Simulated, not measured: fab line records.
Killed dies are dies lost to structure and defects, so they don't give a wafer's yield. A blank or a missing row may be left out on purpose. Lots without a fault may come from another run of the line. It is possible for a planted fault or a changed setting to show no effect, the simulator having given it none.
fab line records | flow sky130
record lots=6 | wafers=18 | last-day=50
route steps=708 shown VT_ADJUST_PCH@148 SONOS_TUNNEL@154 PAD_OPEN@708
lots that met no fault: from a run of the same line without faults
start-h: the number of hours between the record's first day and the start of the first shown wafer of the lot | wait-h: time in hours since the lot's previous step | " repeats the value in the row above | L1.1+2: a row that stands for several wafers | - no value, or no start given | * or withheld: withheld | < > ~ a bound
route shown NAME@n: names a module that has steps shown in the file, with the first one's number in the route | usual: average and standard deviation across the fault-free wafers | same: alike in all rows | chamber/n: place in a boat | sites: readings site by site | _std_site: standard deviation of those values | _edge_site: outer sites' mean less inner sites' | radius-mm: how far each site lies from the wafer's centre | mask NAME#n: copy n | behind: tool/chamber where the wafer was last shaped | hold: why the lot was held/for how many hours/how that ended | device: names the non-switching transistor (n, p or np) | end of line: the same wafers' tests at the end of the route | for a step that has no rows: nothing shown but its recipe | killed: dies that structure and defects cost at the first sort, which is not the same as the wafer's yield | map: the dies of a wafer, with x for killed, . for not killed, _ for no die there
set.NAME: setting as actually run; set.NAME@STEP: the setting as run at that earlier step | model.NAME: the simulator's own value behind a step, which no gauge read
lots at some steps of the route; a table a step, a row a wafer
services: the hour from which a tool's chamber was out of use, counted from the record's first day as start-h (under 0 if before that day), plus the number of hours and why
## steps
# step SKY_VT_ADJUST_PCH_PEB_05
# recipe temp-c=115 | time-s=withheld
# step SKY_VT_ADJUST_PCH_DEVELOP_06
# recipe wall-angle-deg=90 | developer=TMAH | develop-time-s=60 | dev-temp-c=23
# step SKY_VT_ADJUST_PCH_OVL_MEAS_07
# usual VT_ADJUST_PCH_OVL=0.1/1.4
lot.wafer | tool       | chamber | start-h | wait-h | VT_ADJUST_PCH_OVL[nm]
L689.1    | overlay-02 | -       | 251.31  | -      | 2.8
L689.2    | "          | -       | "       | "      | 1.9
L689.5    | "          | -       | "       | "      | 1.4
L690.1    | overlay-02 | -       | 260.61  | -      | 2.1
L690.3    | "          | -       | "       | "      | 1.2
L690.4    | "          | -       | "       | "      | 3.4
L697.3    | overlay-02 | -       | 308.05  | -      | -1.8
L697.4    | "          | -       | "       | "      | -0.2
L697.5    | "          | -       | "       | "      | -1.9
L698.1    | overlay-01 | -       | 315.66  | -      | -1.1
L698.5    | "          | -       | "       | "      | -1.8
L698.6    | "          | -       | "       | "      | 0.0
L705.1    | overlay-01 | -       | 366.39  | -      | 0.7
L705.4    | "          | -       | "       | "      | 2.0
L705.6    | "          | -       | "       | "      | 2.1
L706.3    | overlay-01 | -       | 375.77  | -      | -2.1
L706.4    | "          | -       | "       | "      | 0.1
L706.5    | "          | -       | "       | "      | -0.2
# step SKY_VT_ADJUST_PCH_IMPLANT_08
# recipe species=B | energy-kev=10 | dose-cm2=5e+11 | tilt-deg=withheld
# step SKY_VT_ADJUST_PCH_STRIP_09
# recipe chemistry=O2/N2 | power-w=1400 | pressure-mtorr=1500 | platen-temp-c=withheld | o2-flow-sccm=3000 | n2-flow-sccm=300 | overash-fraction=0.5
# usual drypump-motor-current-A=5.7/0.51 | oes-product-au=0.723/0.0049 | strip-time-to-endpoint-s=36.90/0.11
lot.wafer | tool            | chamber | start-h | wait-h | drypump-motor-current-A | oes-product-au | rf-hours-counter-h | strip-time-to-endpoint-s
L689.1    | plasma-asher-01 | 1       | 251.49  | 0.1    | 5.6                     | 0.721          | 11                 | 36.97
L689.2    | "               | 0       | "       | "      | 5.1                     | 0.729          | 11                 | 36.89
L689.5    | "               | 0       | "       | "      | 5.0                     | 0.732          | -                  | 36.93
L690.1    | plasma-asher-02 | 0       | 260.79  | 0.1    | 5.5                     | 0.717          | 55                 | 36.89
L690.3    | "               | 1       | "       | "      | 5.9                     | 0.718          | -                  | 36.85
L690.4    | "               | 0       | "       | "      | 5.5                     | 0.724          | -                  | 36.87
L697.3    | plasma-asher-02 | 1       | 308.25  | 0.1    | 5.9                     | 0.724          | -                  | 36.90
L697.4    | "               | 0       | "       | "      | 5.5                     | 0.725          | -                  | 36.94
L697.5    | "               | 0       | "       | "      | 5.5                     | 0.727          | -                  | 37.00
L698.1    | plasma-asher-01 | 1       | 315.84  | 0.1    | 5.6                     | 0.725          | 18                 | 36.98
L698.5    | "               | 1       | "       | "      | 5.6                     | 0.721          | -                  | 36.96
L698.6    | "               | 0       | "       | "      | 5.1                     | 0.723          | -                  | 36.97
L705.1    | plasma-asher-01 | 0       | 366.57  | 0.1    | 5.1                     | 0.722          | 23                 | 36.77
L705.4    | "               | 0       | "       | "      | 5.1                     | 0.726          | -                  | 36.81
L705.6    | "               | 1       | "       | "      | 5.6                     | 0.718          | -                  | 36.81
L706.3    | plasma-asher-03 | 1       | 375.98  | 0.1    | 6.8                     | 0.720          | -                  | 37.10
L706.4    | "               | 0       | "       | "      | 5.9                     | 0.726          | -                  | 36.94
L706.5    | "               | 0       | "       | "      | 5.9                     | 0.720          | -                  | 36.98
# step SKY_VT_ADJUST_PCH_TW_MEAS_10
# usual VT_ADJUST_PCH_TW=142.2/1.8
lot.wafer | tool          | chamber | start-h | wait-h | VT_ADJUST_PCH_TW
L689.1    | film-metro-02 | -       | 251.59  | 0.1    | 143.9
L689.2    | "             | -       | "       | "      | 145.5
L689.5    | "             | -       | "       | "      | 144.3
L690.1    | film-metro-01 | -       | 260.89  | 0.1    | 140.2
L690.3    | "             | -       | "       | "      | 141.1
L690.4    | "             | -       | "       | "      | 140.2
L697.3    | film-metro-01 | -       | 308.34  | 0.1    | 140.7
L697.4    | "             | -       | "       | "      | 140.7
L697.5    | "             | -       | "       | "      | 141.2
L698.1    | film-metro-01 | -       | 315.94  | 0.1    | 140.9
L698.5    | "             | -       | "       | "      | 141.8
L698.6    | "             | -       | "       | "      | 141.6
L705.1    | film-metro-01 | -       | 366.67  | 0.1    | 141.7
L705.4    | "             | -       | "       | "      | 140.8
L705.6    | "             | -       | "       | "      | 141.0
L706.3    | film-metro-02 | -       | 376.06  | 0.1    | 143.6
L706.4    | "             | -       | "       | "      | 144.4
L706.5    | "             | -       | "       | "      | 144.1
# step SKY_SONOS_TUNNEL_DEHYDRATE_00
# recipe temp-c=200 | time-s=60
# step SKY_SONOS_TUNNEL_HMDS_01
# recipe prime-time-s=60 | prime-temp-c=120
# step SKY_SONOS_TUNNEL_COAT_02
# recipe resist=NOVOLAK | spin-rpm=3000 | resist-thk-nm=1140
# step SKY_SONOS_TUNNEL_SOFTBAKE_03
# recipe temp-c=90 | time-s=60 | resist=NOVOLAK
# step SKY_SONOS_TUNNEL_EXPOSE_04
# recipe mask-id=TUNM | na=0.6 | source-shape=conventional | sigma-outer=0.6 | polarization=unpolarized | target-cd-nm=410 | dose-mj=136
# step SKY_SONOS_TUNNEL_PEB_05
# recipe temp-c=withheld | time-s=* | resist=NOVOLAK
# step SKY_SONOS_TUNNEL_DEVELOP_06
# recipe resist=NOVOLAK | developer=TMAH | develop-time-s=60 | dev-temp-c=23
# usual developer-temp-C=23.02/0.095 | exhaust-pa=45.0/0.9
lot.wafer | tool           | chamber | start-h | wait-h | developer-temp-C | exhaust-pa
L689.1    | litho-track-01 | 0       | 275.26  | 0.1    | 23.10            | 44.9
L689.2    | "              | 0       | "       | "      | 23.17            | 45.3
L689.5    | "              | 0       | "       | "      | 23.14            | 45.8
L690.1    | litho-track-04 | 0       | 284.73  | 0.1    | 23.04            | 45.6
L690.3    | "              | 0       | "       | "      | 23.07            | 44.5
L690.4    | "              | 0       | "       | "      | 23.03            | 45.1
L697.3    | litho-track-04 | 0       | 334.88  | 0.1    | 23.02            | 44.6
L697.4    | "              | 0       | "       | "      | 23.15            | 44.6
L697.5    | "              | 0       | "       | "      | 23.07            | 44.4
L698.1    | litho-track-04 | 0       | 342.23  | 0.1    | 23.00            | 44.4
L698.5    | "              | 0       | "       | "      | 22.92            | 45.3
L698.6    | "              | 0       | "       | "      | 22.86            | 44.4
L705.1    | litho-track-03 | 0       | 395.84  | 0.1    | 23.11            | 44.5
L705.4    | "              | 0       | "       | "      | 23.15            | 43.9
L705.6    | "              | 0       | "       | "      | 23.11            | 45.1
L706.3    | litho-track-01 | 0       | 405.81  | 0.1    | 22.99            | 44.5
L706.4    | "              | 0       | "       | "      | 23.14            | 46.8
L706.5    | "              | 0       | "       | "      | 23.09            | 45.7
# step SKY_SONOS_TUNNEL_CD_MEAS_07
# recipe target-cd-nm=410
# usual cd-nm=410.4/2.5
lot.wafer | tool      | chamber | start-h | wait-h | hold                     | cd-nm
L689.1    | cd-sem-01 | -       | 275.41  | 0.1    | -                        | 407.6
L689.2    | "         | -       | "       | "      | -                        | 408.2
L689.5    | "         | -       | "       | "      | -                        | 405.8
L690.1    | cd-sem-02 | -       | 284.88  | 0.1    | -                        | 416.0
L690.3    | "         | -       | "       | "      | -                        | 415.6
L690.4    | "         | -       | "       | "      | -                        | 413.5
L697.3    | cd-sem-01 | -       | 335.02  | 0.1    | await-dispo/0.2h/release | 420.8
L697.4    | "         | -       | "       | "      | await-dispo/0.2h/release | 420.6
L697.5    | "         | -       | "       | "      | await-dispo/0.2h/release | 419.5
L697.3    | cd-sem-01 | -       | 335.31  | 0.3    | -                        | 420.4
L697.4    | "         | -       | "       | "      | -                        | 420.4
L697.5    | "         | -       | "       | "      | -                        | 419.5
L698.1    | cd-sem-02 | -       | 342.38  | 0.1    | -                        | 417.4
L698.5    | "         | -       | "       | "      | -                        | 418.9
L698.6    | "         | -       | "       | "      | -                        | 416.8
L705.1    | cd-sem-02 | -       | 395.99  | 0.1    | -                        | 409.6
L705.4    | "         | -       | "       | "      | -                        | 407.6
L705.6    | "         | -       | "       | "      | -                        | 409.4
L706.3    | cd-sem-01 | -       | 405.95  | 0.1    | -                        | 407.7
L706.4    | "         | -       | "       | "      | -                        | 410.5
L706.5    | "         | -       | "       | "      | -                        | 408.4
# step SKY_SONOS_TUNNEL_OVL_MEAS_08
# usual SONOS_TUNNEL_OVL=-1.8/1.4
lot.wafer | tool       | chamber | start-h | wait-h | hold                     | SONOS_TUNNEL_OVL[nm]
L689.1    | overlay-02 | -       | 275.53  | 0.1    | -                        | -0.6
L689.2    | "          | -       | "       | "      | -                        | -1.7
L689.5    | "          | -       | "       | "      | -                        | -2.3
L690.1    | overlay-01 | -       | 285.00  | 0.1    | -                        | -2.7
L690.3    | "          | -       | "       | "      | -                        | -3.2
L690.4    | "          | -       | "       | "      | -                        | -1.8
L697.3    | overlay-02 | -       | 342.35  | 7.0    | await-dispo/6.9h/release | -3.0
L697.4    | "          | -       | "       | "      | await-dispo/6.9h/release | -3.6
L697.5    | "          | -       | "       | "      | await-dispo/6.9h/release | -4.2
L698.1    | overlay-02 | -       | 342.50  | 0.1    | -                        | -1.6
L698.5    | "          | -       | "       | "      | -                        | -2.6
L698.6    | "          | -       | "       | "      | -                        | -1.3
L705.1    | overlay-01 | -       | 396.11  | 0.1    | -                        | -2.3
L705.4    | "          | -       | "       | "      | -                        | -3.1
L705.6    | "          | -       | "       | "      | -                        | -1.5
L706.3    | overlay-01 | -       | 406.04  | 0.1    | -                        | -2.2
L706.4    | "          | -       | "       | "      | -                        | -1.6
L706.5    | "          | -       | "       | "      | -                        | -2.8
# step SKY_PAD_OPEN_PROBE_99
# usual killed_at_M0_to_M3=43/6.4 | killed_at_M4_up=3.2/1.8 | killed-at-contacts=25/5.5 | killed-at-front-end=16/5.2 | killed-at-other=0.3/0.49 | killed-dies=88/10 | killed-open=48/7 | killed-short=40/7.1
# same gross-dies=492 | killed-at-back-side=0
lot.wafer | tool      | chamber | start-h | wait-h | killed_at_M0_to_M3 | killed_at_M4_up | killed-at-contacts | killed-at-front-end | killed-at-other | killed-dies | killed-open | killed-short
L698.1    | prober-01 | -       | 1160.78 | 0.1    | 48                 | 1               | 29                 | 29                  | 0               | 107         | 67          | 40
L698.5    | prober-01 | -       | 1160.98 | 0.2    | 44                 | 3               | 28                 | 18                  | 0               | 93          | 43          | 50
L698.6    | prober-01 | -       | 1161.03 | 0.2    | 46                 | 1               | 27                 | 15                  | 0               | 89          | 36          | 53
L705.1    | prober-01 | -       | 1188.35 | 0.1    | 38                 | 2               | 28                 | 25                  | 0               | 93          | 40          | 53
L705.4    | prober-01 | -       | 1188.50 | 0.2    | 39                 | 5               | 34                 | 11                  | 0               | 89          | 50          | 39
L705.6    | prober-01 | -       | 1188.60 | 0.2    | 43                 | 6               | 24                 | 16                  | 0               | 89          | 50          | 39
L706.3    | prober-02 | -       | 1195.72 | 0.2    | 51                 | 1               | 20                 | 12                  | 0               | 84          | 45          | 39
L706.4    | prober-02 | -       | 1195.77 | 0.2    | 46                 | 4               | 24                 | 12                  | 0               | 86          | 45          | 41
L706.5    | prober-02 | -       | 1195.82 | 0.2    | 47                 | 5               | 25                 | 16                  | 1               | 94          | 49          | 45
# killed by level:class
L698.1 CONTACT:geometric-particle:open=13 VIA1:geometric-particle:open=13 FIELD_ISO:geometric-particle:open=10 FIELD_ISO:geometric-particle:short=9 VIA3:geometric-particle:open=9 VIA2:geometric-particle:open=8 POLY_GATE:geometric-particle:short=6 LI_CONTACT:geometric-particle:open=5
L698.5 CONTACT:geometric-particle:short=11 VIA1:geometric-particle:open=9 VIA2:geometric-particle:open=7 CONTACT:geometric-particle:open=6 VIA3:geometric-particle:open=6 VIA3:geometric-particle:short=5 VIA1:geometric-particle:short=5 METAL2:geometric-particle:short=5
L698.6 VIA1:geometric-particle:open=11 LI_CONTACT:geometric-particle:short=6 LI_CONTACT:geometric-particle:open=6 VIA1:geometric-particle:short=6 FIELD_ISO:geometric-particle:short=5 POLY_GATE:geometric-particle:short=5 CONTACT:geometric-particle:open=5 CONTACT:geometric-particle:short=5
L705.1 POLY_GATE:geometric-particle:short=9 LI_CONTACT:geometric-particle:open=8 METAL1:geometric-particle:short=8 LI_CONTACT:geometric-particle:short=7 VIA1:geometric-particle:open=7 VIA2:geometric-particle:open=7 POLY_GATE:geometric-particle:open=5 LOCAL_INTERCONNECT:geometric-particle:short=5
L705.4 CONTACT:geometric-particle:open=11 METAL1:geometric-particle:short=8 LI_CONTACT:geometric-particle:open=7 VIA1:geometric-particle:open=6 VIA2:geometric-particle:open=6 VIA3:geometric-particle:open=6 LOCAL_INTERCONNECT:geometric-particle:short=5 CONTACT:geometric-particle:short=5
L705.6 LI_CONTACT:geometric-particle:open=9 VIA1:geometric-particle:open=9 METAL1:geometric-particle:short=8 VIA2:geometric-particle:open=7 POLY_GATE:geometric-particle:open=5 FIELD_ISO:geometric-particle:short=4 FIELD_ISO:geometric-particle:open=4 LI_CONTACT:geometric-particle:short=4
L706.3 VIA1:geometric-particle:open=13 VIA2:geometric-particle:open=10 VIA3:geometric-particle:open=8 CONTACT:geometric-particle:open=6 LOCAL_INTERCONNECT:geometric-particle:short=5 VIA1:geometric-particle:short=5 LI_CONTACT:geometric-particle:short=4 METAL2:geometric-particle:short=4
L706.4 CONTACT:geometric-particle:open=9 VIA1:geometric-particle:short=8 VIA3:geometric-particle:open=8 FIELD_ISO:geometric-particle:short=5 LI_CONTACT:geometric-particle:short=5 METAL1:geometric-particle:short=5 VIA1:geometric-particle:open=5 VIA2:geometric-particle:open=5
L706.5 VIA1:geometric-particle:open=13 CONTACT:geometric-particle:open=10 METAL2:geometric-particle:short=8 VIA2:geometric-particle:short=8 METAL1:geometric-particle:short=7 LI_CONTACT:geometric-particle:open=6 CONTACT:geometric-particle:short=5 VIA2:geometric-particle:open=5
## services
tool            | chamber | start-h | hours | kind
plasma-asher-02 | -       | 291.65  | 14.6  | pm
plasma-asher-02 | -       | 312.03  | 0.9   | repair
plasma-asher-03 | -       | 312.41  | 5.4   | pm
plasma-asher-01 | -       | 358.04  | 7.4   | repair
plasma-asher-03 | -       | 361.50  | 2.8   | pm
plasma-asher-03 | -       | 370.76  | 1.7   | repair
plasma-asher-02 | -       | 379.57  | 15.6  | pm
plasma-asher-03 | -       | 383.80  | 5.9   | repair
plasma-asher-02 | -       | 397.34  | 2.3   | repair
## key
first-sign step=SKY_SONOS_TUNNEL_CD_MEAS_07 | reading=visit | direction=added
effect step=SKY_SONOS_TUNNEL_CD_MEAS_07 | reading=cd-nm | direction=up | sigmas=3.5 | usual=410.4 | struck=419.0
met-at SKY_SONOS_TUNNEL_DEVELOP_06
struck-wafers L697.3,L697.4,L697.5,L698.1,L698.5,L698.6
tester-left-out L697,L698
onset-between 284.73 334.88
fault kind=process-parameter-drift | tool=litho-track-04 | chamber=- | onset-h=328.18 | steps=SKY_SONOS_TUNNEL_DEVELOP_06 | channel=develop-time-s | offset=* | shape=step | end-h=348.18 | acts-in=* | stated=*
# tester-left-out: of these lots the tester's yield and bins aren't shown, on N5 and GAA mostly nor the transistor test; their killed dies are dies lost to structure and defects alone, not to doping, threshold or leakage, so they don't give the yield
